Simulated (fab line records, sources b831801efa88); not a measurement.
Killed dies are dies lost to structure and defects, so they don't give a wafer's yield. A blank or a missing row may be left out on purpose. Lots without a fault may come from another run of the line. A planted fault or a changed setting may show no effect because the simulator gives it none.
Which tool did it? | flow sky130 | 11 lots, 33 wafers sampled, at 5 steps of a route of 708

WHAT THE GAUGES READ, wafer by wafer
SKY_VIA2_THK_MEAS_01.
lot  | measured     | on            | VIA2_HDPCVD_THK (nm)
L754 | day 34 23:37 | film_metro-02 | 1166 1156 1167
L755 | day 35 08:59 | film_metro-02 | 1194 1199 1169
L756 | day 35 16:15 | film_metro-02 | 1178 1175 1173
L762 | day 37 22:53 | film_metro-02 | 1169 1182 1172
L764 | day 38 14:35 | film_metro-02 | 1182 1170 1185
L770 | day 40 03:38 | film_metro-04 | 1174 1168 1172
L772 | day 40 16:38 | film_metro-02 | 1181 1184 1189
L773 | day 41 03:59 | film_metro-04 | 1190 1189 1195
L774 | day 41 09:55 | film_metro-02 | 1193 1178 1183
L775 | day 41 12:08 | film_metro-04 | 1195 1186 1187
L776 | day 41 17:53 | film_metro-03 | 1173 1172 1184

SKY_VIA2_RS_MEAS_22: measures by four-point-probe.
lot  | measured     | on            | VIA2_W_RS (ohm/sq)
L754 | day 36 03:22 | film_metro-03 | 0.277 0.278 0.265
L755 | day 36 12:22 | film_metro-02 | 0.277 0.275 0.264
L756 | day 36 19:43 | film_metro-03 | 0.274 0.265 0.274
L762 | day 39 02:19 | film_metro-03 | 0.272 0.275 0.275
L764 | day 39 17:17 | film_metro-03 | 0.278 0.277 0.276
L770 | day 41 05:00 | film_metro-02 | 0.277 0.277 0.275
L772 | day 41 18:00 | film_metro-02 | 0.266 0.278 0.262
L773 | day 42 05:33 | film_metro-02 | 0.272 0.271 0.272
L774 | day 42 10:57 | film_metro-04 | 0.276 0.265 0.276
L775 | day 42 12:59 | film_metro-02 | 0.272 0.272 0.274
L776 | day 42 18:42 | film_metro-03 | 0.276 0.265 0.276

SKY_VIA2_THK_MEAS_23: measures by xrf.
lot  | measured     | on            | VIA2_W_THK (nm)
L754 | day 36 03:29 | film_metro-03 | 414 415 436
L755 | day 36 12:28 | film_metro-02 | 403 404 423
L756 | day 36 19:50 | film_metro-03 | 419 436 422
L762 | day 39 02:26 | film_metro-03 | 424 420 421
L764 | day 39 17:23 | film_metro-03 | 414 417 418
L770 | day 41 05:06 | film_metro-02 | 407 406 405
L772 | day 41 18:07 | film_metro-02 | 420 404 428
L773 | day 42 05:40 | film_metro-02 | 411 412 412
L774 | day 42 11:02 | film_metro-04 | 408 423 406
L775 | day 42 13:05 | film_metro-02 | 410 412 410
L776 | day 42 18:48 | film_metro-03 | 418 435 417

WHICH TOOL RAN EACH LOT (tool, then ch and the chambers of the sampled wafers, then the start)
lot  | SKY_VIA2_ETCH_15                   | SKY_VIA2_STRIP_16
L754 | rie_diel-03 ch 2,3, day 36 02:29   | plasma_asher-02 ch 0,1, day 36 02:32
L755 | rie_diel-01 ch 0,1,3, day 36 11:27 | plasma_asher-02 ch 0,1, day 36 11:33
L756 | rie_diel-01 ch 0,1,2, day 36 18:52 | plasma_asher-01 ch 0,1, day 36 18:56
L762 | rie_diel-04 ch 1,2,3, day 39 01:26 | plasma_asher-02 ch 0,1, day 39 01:29
L764 | rie_diel-04 ch 0,1,3, day 39 16:24 | plasma_asher-02 ch 0,1, day 39 16:28
L770 | rie_diel-01 ch 0,1,2, day 41 04:07 | plasma_asher-01 ch 0,1, day 41 04:13
L772 | rie_diel-01 ch 0,1,2, day 41 17:03 | plasma_asher-04 ch 0,1, day 41 17:07
L773 | rie_diel-01 ch 0,2, day 42 04:39   | plasma_asher-04 ch 0,1, day 42 04:43
L774 | rie_diel-01 ch 1,2,3, day 42 09:59 | plasma_asher-04 ch 0,1, day 42 10:04
L775 | rie_diel-04 ch 1,2,3, day 42 12:01 | plasma_asher-04 ch 0,1, day 42 12:06
L776 | rie_diel-01 ch 1,2,3, day 42 17:49 | plasma_asher-02 ch 0,1, day 42 17:55
- SKY_VIA2_ETCH_15: etches SiO2 in C4F8/O2/Ar, stops on TiN, target depth 546 nm, time 84 s.
- SKY_VIA2_STRIP_16: strips in O2/N2.

WHAT THE TOOLS THEMSELVES READ (means of the sampled wafers that have a number; where no wafer has one, the mark that the record gives instead)
SKY_VIA2_ETCH_15.
lot  | tool        | bias_w (W) | oes_product_au (a.u.)
L754 | rie_diel-03 | 1198       | 0.941
L755 | rie_diel-01 | 1201       | 0.938
L756 | rie_diel-01 | 1197       | 0.944
L762 | rie_diel-04 | 1794       | 0.937
L764 | rie_diel-04 | 1792       | 0.944
L770 | rie_diel-01 | 1199       | 0.941
L772 | rie_diel-01 | 1201       | 0.939
L773 | rie_diel-01 | 1199       | 0.938
L774 | rie_diel-01 | 1196       | 0.939
L775 | rie_diel-04 | 1200       | 0.943
L776 | rie_diel-01 | 1202       | 0.939

SKY_VIA2_STRIP_16.
lot  | tool            | drypump_motor_current_A (A) | n2_flow_sccm (sccm) | oes_product_au (a.u.) | strip_time_to_endpoint_s (s)
L754 | plasma_asher-02 | 5.9                         | 299.6               | 0.404                 | 4.079
L755 | plasma_asher-02 | 5.4                         | 300.3               | 0.398                 | 4.058
L756 | plasma_asher-01 | 5.6                         | 299.8               | 0.397                 | 4.063
L762 | plasma_asher-02 | 5.9                         | 300.4               | 0.389                 | 3.866
L764 | plasma_asher-02 | 5.9                         | 299.9               | 0.392                 | 3.890
L770 | plasma_asher-01 | 5.4                         | 299.5               | 0.401                 | 4.031
L772 | plasma_asher-04 | 5.7                         | 299.1               | 0.399                 | 4.068
L773 | plasma_asher-04 | 5.7                         | 300.1               | 0.401                 | 4.050
L774 | plasma_asher-04 | 5.7                         | 298.9               | 0.399                 | 4.016
L775 | plasma_asher-04 | 5.7                         | 299.8               | 0.397                 | 4.033
L776 | plasma_asher-02 | 5.9                         | 300.1               | 0.395                 | 4.053

THE ANSWER, worked out from the rows above alone
Rule: what is usual is taken from the lots themselves. Put in order of their means at a reading, lots are off if they are a third of the lots or fewer, leave a main group of 4 or more, and stand apart from it by a gap of 3 or more times the standard deviation of the main group's means; of several such gaps the widest counts. A main group whose means are all the same, to the digits that the tables above print for the reading, isn't used. A lot without any number at a reading at which 4 lots or more have one is off too. The other lots that the step has rows for count as sound. The gauges are gone through in route order, then the tools' own readings, and for those a lot's mean is taken as printed above. The first step at which some lot is off is used, and at that step the reading that is off furthest; a lot without a number counts as furthest.
Off: L762, L764, at SKY_VIA2_ETCH_15 (bias_w). The main group: mean 1199 W, standard deviation 1.9.
A tool fits if, at that step or a process step before it, it ran every lot that is off, and no sound lot after the first of them. None of those tried fits.

WHAT THE SIMULATOR HAD PUT IN
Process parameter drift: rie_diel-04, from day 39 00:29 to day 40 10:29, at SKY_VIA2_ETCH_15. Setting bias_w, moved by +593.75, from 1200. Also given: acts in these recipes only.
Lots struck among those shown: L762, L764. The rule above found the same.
